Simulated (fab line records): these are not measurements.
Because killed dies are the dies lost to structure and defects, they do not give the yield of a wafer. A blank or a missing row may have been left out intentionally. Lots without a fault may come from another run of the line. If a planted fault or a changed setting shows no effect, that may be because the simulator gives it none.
fab line records | flow sky130
[record] lots = 5 | wafers = 15 | last-day = 50
route steps=708 shown GATE_OXIDE@188 PAD_OPEN@708
lots that met no fault: from a run of the same line without faults
start-h: the number of hours between the record's first day and the start of the first shown wafer of the lot | wait-h: how many hours have passed since the lot's step before this one | " as in the row above | L1.1+2: one row covering several wafers at once | - no value present, or no start provided | * or withheld: withheld | < > ~ a bound
route shown NAME@n: names a module that has steps shown in the file, with the first one's number in the route | usual: average and standard deviation across the fault-free wafers | same: alike in all rows | chamber/n: place in a boat | sites: per-site readings | _std_site: standard deviation across them | _edge_site: inner sites' mean taken away from outer sites' mean | radius-mm: for every site, how far away it sits from the centre of the wafer | mask NAME#n: copy n | behind: tool/chamber where the wafer was last shaped | hold: why the lot went on hold/how many hours it stayed there/how the hold came to an end | device: names the non-switching transistor (n, p or np) | end of line: the route-end tests of the same wafers | where a step has no rows: the recipe by itself | killed: not the wafer's yield, but the dies lost to structure and defects at the first sort | map: a wafer's dies, x killed, . not, _ none there
set.NAME: setting as actually run; set.NAME@STEP: the setting as run at that earlier step | model.NAME: the simulator's own value behind a step, which no gauge read
lots seen at some steps along the route; tables by step, rows by wafer
services: a tool's chamber out of use, with start hour (start-h, from the record's first day; less than 0 if before it), hours out, and reason
[[steps]]
[step SKY_GATE_OXIDE_OXIDATION_01]
[recipe] temp-c = 900 | ambient = O2 | stabilise-s = 600 | purge-s = 300 | target-thk-a = 102.68 | ox-time-s = 1473
[step SKY_GATE_OXIDE_THK_MEAS_02]
[recipe] reads = SiO2_of_GATE_OXIDE_OXIDATION_01
[usual] GATE_OXIDE_OXIDATION_00_THK = 10.28/0.17
lot.wafer | tool          | chamber | start-h | wait-h | GATE_OXIDE_OXIDATION_00_THK[nm]
L312.3    | film-metro-03 | -       | 304.80  | 0.0    | 10.38
L312.5    | "             | -       | "       | "      | 10.28
L312.6    | "             | -       | "       | "      | 10.30
L315.1    | film-metro-03 | -       | 308.76  | 0.0    | 10.13
L315.3    | "             | -       | "       | "      | 10.29
L315.4    | "             | -       | "       | "      | 10.28
L326.2    | film-metro-04 | -       | 401.23  | 0.0    | 10.05
L326.3    | "             | -       | "       | "      | 10.12
L326.4    | "             | -       | "       | "      | 9.93
L330.1    | film-metro-04 | -       | 431.48  | 0.0    | 9.98
L330.3    | "             | -       | "       | "      | 9.85
L330.4    | "             | -       | "       | "      | 10.09
L332.2    | film-metro-02 | -       | 474.85  | 0.0    | 10.14
L332.3    | "             | -       | "       | "      | 10.22
L332.5    | "             | -       | "       | "      | 10.13
[step SKY_GATE_OXIDE_DEHYDRATE_03]
[recipe] temp-c = 200 | time-s = 60
[step SKY_GATE_OXIDE_HMDS_04]
[recipe] prime-time-s = 60 | prime-temp-c = 120
[step SKY_GATE_OXIDE_COAT_05]
[recipe] resist = NOVOLAK | spin-rpm = 3000 | resist-thk-nm = 1140
[step SKY_GATE_OXIDE_SOFTBAKE_06]
[recipe] temp-c = 90 | time-s = 60 | resist = NOVOLAK
[step SKY_GATE_OXIDE_EXPOSE_07]
[recipe] mask-id = LVOM | na = 0.6 | source-shape = conventional | sigma-outer = 0.6 | polarization = unpolarized | target-cd-nm = 600 | dose-mj = 170
[step SKY_GATE_OXIDE_PEB_08]
[recipe] temp-c = withheld | time-s = * | resist = NOVOLAK
[step SKY_GATE_OXIDE_DEVELOP_09]
[recipe] resist = NOVOLAK | developer = TMAH | develop-time-s = 60 | dev-temp-c = 23
[step SKY_GATE_OXIDE_OVL_MEAS_10]
[usual] GATE_OXIDE_OVL = 0.7/1.4
lot.wafer | tool       | chamber | start-h | wait-h | GATE_OXIDE_OVL[nm]
L312.3    | overlay-02 | -       | 328.69  | 0.1    | 0.3
L312.5    | "          | -       | "       | "      | 1.9
L312.6    | "          | -       | "       | "      | -0.8
L315.1    | overlay-01 | -       | 332.84  | 0.1    | -0.3
L315.3    | "          | -       | "       | "      | 0.5
L315.4    | "          | -       | "       | "      | 0.7
L326.2    | overlay-01 | -       | 431.29  | 0.1    | 0.0
L326.3    | "          | -       | "       | "      | 1.6
L326.4    | "          | -       | "       | "      | 2.2
L330.1    | overlay-02 | -       | 461.98  | 0.1    | 2.9
L330.3    | "          | -       | "       | "      | 2.0
L330.4    | "          | -       | "       | "      | -0.2
L332.2    | overlay-02 | -       | 504.68  | 0.1    | -1.1
L332.3    | "          | -       | "       | "      | -0.6
L332.5    | "          | -       | "       | "      | 0.8
[step SKY_GATE_OXIDE_IMPLANT_11]
[recipe] species = B | energy-kev = 10 | dose-cm2 = 2.6e+12 | tilt-deg = withheld
[step SKY_GATE_OXIDE_WET_ETCH_12]
[recipe] chemistry = dHF | target-depth-nm = 16.8 | dry = n2-spin | target = SiO2 | dilution = 100:1 | temp-c = 25 | time-s = 336
[step SKY_GATE_OXIDE_STRIP_13]
[recipe] chemistry = O2/N2 | power-w = 1400 | pressure-mtorr = 1500 | platen-temp-c = withheld | o2-flow-sccm = 3000 | n2-flow-sccm = 300 | overash-fraction = 0.5
[usual] drypump-motor-current-A = 5.7/0.38 | n2-flow-sccm = 299.9/0.88 | oes-product-au = 0.715/0.0044 | strip-time-to-endpoint-s = 14.16/0.047
lot.wafer | tool            | chamber | start-h | wait-h | drypump-motor-current-A | n2-flow-sccm | oes-product-au | rf-hours-counter-h | strip-time-to-endpoint-s | model.NOVOLAK_of_GATE_OXIDE_COAT_05.thk-nm
L312.3    | plasma-asher-03 | 0       | 329.01  | 0.0    | 6.2                     | 298.2        | 0.720          | -                  | 14.15                    | 0
L312.5    | "               | 0       | "       | "      | 6.2                     | 300.3        | 0.717          | -                  | 14.13                    | 0
L312.6    | "               | 1       | "       | "      | 5.2                     | 300.1        | 0.712          | -                  | 14.16                    | 0
L315.1    | plasma-asher-01 | 0       | 333.13  | 0.0    | 5.7                     | 299.6        | 0.935          | 62                 | -                        | 452.7
L315.3    | "               | 0       | "       | "      | 5.7                     | 300.4        | 0.931          | -                  | -                        | 453.3
L315.4    | "               | 1       | "       | "      | 5.9                     | 299.8        | 0.931          | -                  | -                        | 453.2
L326.2    | plasma-asher-01 | 0       | 431.67  | 0.0    | 5.7                     | 298.7        | 0.718          | 71                 | 14.22                    | 0
L326.3    | "               | 0       | "       | "      | 5.7                     | 299.9        | 0.717          | -                  | 14.24                    | 0
L326.4    | "               | 1       | "       | "      | 5.9                     | 298.7        | 0.717          | -                  | 14.21                    | 0
L330.1    | plasma-asher-04 | 1       | 462.38  | 0.0    | 5.7                     | 301.0        | 0.715          | 3                  | 14.19                    | 0
L330.3    | "               | 0       | "       | "      | 5.7                     | 300.1        | 0.721          | -                  | 14.16                    | 0
L330.4    | "               | 1       | "       | "      | 5.7                     | 299.3        | 0.722          | -                  | 14.16                    | 0
L332.2    | plasma-asher-04 | 1       | 505.06  | 0.0    | 5.7                     | 299.9        | 0.720          | 7                  | 14.13                    | 0
L332.3    | "               | 1       | "       | "      | 5.7                     | 300.8        | 0.709          | -                  | 14.14                    | 0
L332.5    | "               | 0       | "       | "      | 5.7                     | 300.0        | 0.714          | -                  | 14.13                    | 0
[step SKY_GATE_OXIDE_TW_MEAS_14]
[usual] GATE_OXIDE_TW = 226.3/0.98
lot.wafer | tool          | chamber | start-h | wait-h | GATE_OXIDE_TW
L312.3    | film-metro-04 | -       | 329.09  | 0.1    | 226.1
L312.5    | "             | -       | "       | "      | 225.0
L312.6    | "             | -       | "       | "      | 225.7
L315.1    | film-metro-03 | -       | 333.23  | 0.1    | 227.1
L315.3    | "             | -       | "       | "      | 226.7
L315.4    | "             | -       | "       | "      | 225.3
L326.2    | film-metro-03 | -       | 431.78  | 0.1    | 227.7
L326.3    | "             | -       | "       | "      | 225.8
L326.4    | "             | -       | "       | "      | 226.8
L330.1    | film-metro-03 | -       | 462.48  | 0.1    | 225.8
L330.3    | "             | -       | "       | "      | 225.1
L330.4    | "             | -       | "       | "      | 226.2
L332.2    | film-metro-02 | -       | 505.17  | 0.1    | 225.5
L332.3    | "             | -       | "       | "      | 224.3
L332.5    | "             | -       | "       | "      | 225.0
[step SKY_PAD_OPEN_PROBE_99]
[usual] killed_at_M0_to_M3 = 44/7.2 | killed_at_M4_up = 3.1/1.7 | killed-at-contacts = 25/5.1 | killed-at-front-end = 14/4.6 | killed-at-other = 0.3/0.59 | killed-dies = 86/9.6 | killed-on-rim = 17/4.1 | killed-open = 47/7.4 | killed-short = 39/6
[same] gross-dies = 492 | killed-at-back-side = 0
lot.wafer | tool      | chamber | start-h | wait-h | killed_at_M0_to_M3 | killed_at_M4_up | killed-at-contacts | killed-at-front-end | killed-at-other | killed-dies | killed-on-rim | killed-open | killed-short
L312.3    | prober-02 | -       | 1088.47 | 0.2    | 56                 | 4               | 21                 | 10                  | 0               | 91          | 14            | 51          | 40
L312.5    | prober-02 | -       | 1088.57 | 0.2    | 47                 | 3               | 32                 | 14                  | 0               | 96          | 13            | 49          | 47
L312.6    | prober-02 | -       | 1088.62 | 0.2    | 47                 | 4               | 22                 | 12                  | 0               | 85          | 25            | 46          | 39
L315.1    | prober-01 | -       | 1089.60 | 0.1    | 42                 | 4               | 22                 | 423                 | 1               | 492         | 96            | 38          | 41
L315.3    | prober-01 | -       | 1089.70 | 0.2    | 48                 | 3               | 18                 | 423                 | 0               | 492         | 96            | 43          | 36
L315.4    | prober-01 | -       | 1089.75 | 0.2    | 41                 | 8               | 23                 | 418                 | 2               | 492         | 96            | 47          | 40
L326.2    | prober-01 | -       | 1157.53 | 0.1    | 29                 | 5               | 31                 | 12                  | 0               | 77          | 16            | 46          | 31
L326.3    | prober-01 | -       | 1157.58 | 0.2    | 53                 | 2               | 20                 | 11                  | 0               | 86          | 16            | 49          | 37
L326.4    | prober-01 | -       | 1157.63 | 0.2    | 46                 | 3               | 26                 | 12                  | 0               | 87          | 17            | 54          | 33
L330.1    | prober-01 | -       | 1171.69 | 0.1    | 43                 | 8               | 20                 | 11                  | 0               | 82          | 21            | 42          | 40
L330.3    | prober-01 | -       | 1171.79 | 0.2    | 35                 | 6               | 13                 | 7                   | 0               | 61          | 9             | 28          | 33
L330.4    | prober-01 | -       | 1171.84 | 0.2    | 48                 | 4               | 21                 | 9                   | 0               | 82          | 18            | 41          | 41
L332.2    | prober-01 | -       | 1194.20 | 0.1    | 50                 | 2               | 22                 | 15                  | 0               | 89          | 14            | 54          | 35
L332.3    | prober-01 | -       | 1194.25 | 0.2    | 59                 | 1               | 30                 | 8                   | 1               | 99          | 12            | 62          | 37
L332.5    | prober-01 | -       | 1194.35 | 0.2    | 40                 | 2               | 25                 | 14                  | 0               | 81          | 14            | 42          | 39
// killed by level:class
L312.3 VIA1:geometric-particle:open=15 VIA2:geometric-particle:open=9 CONTACT:geometric-particle:open=8 METAL1:geometric-particle:short=8 METAL2:geometric-particle:short=8 VIA3:geometric-particle:open=6 LI_CONTACT:geometric-particle:open=4 POLY_GATE:geometric-particle:open=3
L312.5 CONTACT:geometric-particle:open=16 VIA1:geometric-particle:open=11 CONTACT:geometric-particle:short=9 METAL1:geometric-particle:short=7 VIA3:geometric-particle:open=7 LI_CONTACT:geometric-particle:open=6 METAL2:geometric-particle:short=5 FIELD_ISO:geometric-particle:short=4
L312.6 VIA1:geometric-particle:open=14 CONTACT:geometric-particle:open=10 VIA2:geometric-particle:open=8 METAL2:geometric-particle:short=8 CONTACT:geometric-particle:short=6 FIELD_ISO:geometric-particle:open=5 LI_CONTACT:geometric-particle:open=4 METAL1:geometric-particle:short=4
L315.1 GATE_OXIDE:area-oxidation=230 POLY_GATE:area-cvd=183 VIA1:geometric-particle:open=9 METAL1:geometric-particle:short=9 METAL2:geometric-particle:short=8 LI_CONTACT:geometric-particle:open=6 LOCAL_INTERCONNECT:geometric-particle:short=6 VIA3:geometric-particle:open=5
L315.3 GATE_OXIDE:area-oxidation=211 POLY_GATE:area-cvd=202 VIA1:geometric-particle:open=10 LOCAL_INTERCONNECT:geometric-particle:short=7 VIA3:geometric-particle:open=7 VIA2:geometric-particle:open=7 CONTACT:geometric-particle:open=6 METAL3:geometric-particle:short=5
L315.4 POLY_GATE:area-cvd=203 GATE_OXIDE:area-oxidation=202 VIA3:geometric-particle:open=11 CONTACT:geometric-particle:open=8 VIA1:geometric-particle:open=7 LOCAL_INTERCONNECT:geometric-particle:short=6 METAL4:geometric-particle:short=6 FIELD_ISO:geometric-particle:open=4
L326.2 LI_CONTACT:geometric-particle:open=14 VIA2:geometric-particle:open=8 CONTACT:geometric-particle:open=7 VIA1:geometric-particle:open=6 FIELD_ISO:geometric-particle:open=5 METAL4:geometric-particle:short=4 CONTACT:geometric-particle:short=4 FIELD_ISO:geometric-particle:short=3
L326.3 METAL1:geometric-particle:short=11 VIA2:geometric-particle:open=9 VIA3:geometric-particle:open=8 VIA1:geometric-particle:open=7 CONTACT:geometric-particle:open=6 VIA2:geometric-particle:short=6 FIELD_ISO:geometric-particle:short=5 LI_CONTACT:geometric-particle:open=4
L326.4 VIA1:geometric-particle:open=14 LI_CONTACT:geometric-particle:open=10 VIA2:geometric-particle:open=8 METAL2:geometric-particle:short=8 CONTACT:geometric-particle:open=7 LOCAL_INTERCONNECT:geometric-particle:short=5 FIELD_ISO:geometric-particle:short=4 VIA2:geometric-particle:short=4
L330.1 CONTACT:geometric-particle:open=10 VIA1:geometric-particle:short=10 VIA1:geometric-particle:open=9 METAL4:geometric-particle:short=7 VIA3:geometric-particle:open=6 VIA2:geometric-particle:open=6 FIELD_ISO:geometric-particle:short=3 LI_CONTACT:geometric-particle:short=3
L330.3 VIA1:geometric-particle:open=9 VIA2:geometric-particle:open=7 METAL4:geometric-particle:short=6 POLY_GATE:geometric-particle:short=5 LI_CONTACT:geometric-particle:open=4 VIA1:geometric-particle:short=4 CONTACT:geometric-particle:open=3 VIA3:geometric-particle:short=3
L330.4 METAL1:geometric-particle:short=11 LI_CONTACT:geometric-particle:open=9 VIA2:geometric-particle:open=7 VIA3:geometric-particle:open=6 CONTACT:geometric-particle:open=6 POLY_GATE:geometric-particle:open=5 METAL2:geometric-particle:short=5 LOCAL_INTERCONNECT:geometric-particle:short=4
L332.2 VIA1:geometric-particle:open=19 LI_CONTACT:geometric-particle:open=7 POLY_GATE:geometric-particle:open=6 CONTACT:geometric-particle:open=6 VIA1:geometric-particle:short=6 VIA2:geometric-particle:open=5 LOCAL_INTERCONNECT:geometric-particle:short=4 VIA3:geometric-particle:open=4
L332.3 CONTACT:geometric-particle:open=12 VIA1:geometric-particle:open=10 VIA2:geometric-particle:open=10 LI_CONTACT:geometric-particle:open=9 VIA3:geometric-particle:open=9 METAL2:geometric-particle:short=7 VIA1:geometric-particle:short=4 VIA3:geometric-particle:short=4
L332.5 CONTACT:geometric-particle:open=9 METAL1:geometric-particle:short=7 LI_CONTACT:geometric-particle:open=6 VIA3:geometric-particle:open=6 VIA1:geometric-particle:open=6 VIA2:geometric-particle:open=6 FIELD_ISO:geometric-particle:open=5 VIA1:geometric-particle:short=5
// map L315.1 (x killed, . not)
__________xxxxxxxxxx_________
________xxxxxxxxxxxxxx_______
______xxxxxxxxxxxxxxxxxx_____
_____xxxxxxxxxxxxxxxxxxxx____
____xxxxxxxxxxxxxxxxxxxxxx___
___xxxxxxxxxxxxxxxxxxxxxxxx__
__xxxxxxxxxxxxxxxxxxxxxxxxxx_
_xxxxxxxxxxxxxxxxxxxxxxxxxxxx
_xxxxxxxxxxxxxxxxxxxxxxxxxxxx
_xxxxxxxxxxxxxxxxxxxxxxxxxxxx
_xxxxxxxxxxxxxxxxxxxxxxxxxxxx
_xxxxxxxxxxxxxxxxxxxxxxxxxxxx
_xxxxxxxxxxxxxxxxxxxxxxxxxxxx
_xxxxxxxxxxxxxxxxxxxxxxxxxxxx
_xxxxxxxxxxxxxxxxxxxxxxxxxxxx
__xxxxxxxxxxxxxxxxxxxxxxxxxx_
___xxxxxxxxxxxxxxxxxxxxxxxx__
____xxxxxxxxxxxxxxxxxxxxxx___
_____xxxxxxxxxxxxxxxxxxxx____
______xxxxxxxxxxxxxxxxxx_____
________xxxxxxxxxxxxxx_______
__________xxxxxxxxxx_________
// map L326.4 (x killed, . not)
__________x.x..x...._________
________x...x........._______
______...x..x....xx....x_____
_____.x..................____
____...xx.................___
___...x............x.......__
__.x........xx.xx.......x..._
_x........x.x.x.x.....x......
_.x.xx.x.........xx.x.....x.x
_.x..x..x...x.......x..x.....
_...........x...x..x.x.......
_..x.....x......x........x...
_x...x...xxx.................
_.....xxx....x.....xx........
_.....x....x.....x........x..
__x.....x.x..........x......_
___....x..x.....x....x.....__
____......x........x...x..___
_____..x....x...........x____
______.x..x.........x..._____
________...x.......x.._______
__________x..xx....._________
[[services]]
tool            | chamber | start-h | hours | kind
plasma-asher-03 | -       | 334.27  | 2.8   | pm
plasma-asher-01 | -       | 343.33  | 2.8   | pm
plasma-asher-04 | -       | 421.25  | 9.0   | pm
plasma-asher-04 | 0       | 421.25  | 9.0   | vent-cycle
plasma-asher-04 | 1       | 421.25  | 9.0   | vent-cycle
plasma-asher-04 | 0       | 430.25  | -     | clean
plasma-asher-04 | 1       | 430.25  | -     | clean
plasma-asher-03 | -       | 438.32  | 1.3   | repair
[[key]]
[first-sign] step = SKY_GATE_OXIDE_STRIP_13 | reading = oes-product-au | direction = up | sigmas = 49 | usual = 0.715 | struck = 0.932
[effect] step = SKY_PAD_OPEN_PROBE_99 | reading = killed-at-front-end | direction = up | sigmas = 88 | usual = 14 | struck = 421
[model-effect] step = SKY_GATE_OXIDE_STRIP_13 | value = NOVOLAK_of_GATE_OXIDE_COAT_05.thk-nm | without = 0 | struck = 453.1
[more-kills-born-at] SKY_GATE_OXIDE_OXIDATION_16@furnace-01 = 643 | SKY_POLY_GATE_CVD_00@lpcvd-01 = 588
met-at SKY_GATE_OXIDE_STRIP_13
struck-wafers L315.1,L315.3,L315.4
later-rows-left-out L315.1,L315.3,L315.4
tester-left-out L315
[fault] kind = strip-aborted | tool = plasma-asher-01 | chamber = - | onset-h = 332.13 | steps = SKY_GATE_OXIDE_STRIP_13 | offset = 0.66029 | end-h = 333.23
// tester-left-out: of these lots the tester's yield and bins aren't shown, on N5 and GAA mostly nor the transistor test; their killed dies are dies lost to structure and defects alone, not to doping, threshold or leakage, so they don't give the yield
// later-rows-left-out: the simulator's readings of these wafers behind a module that went badly wrong aren't trusted and aren't shown, but for the sort
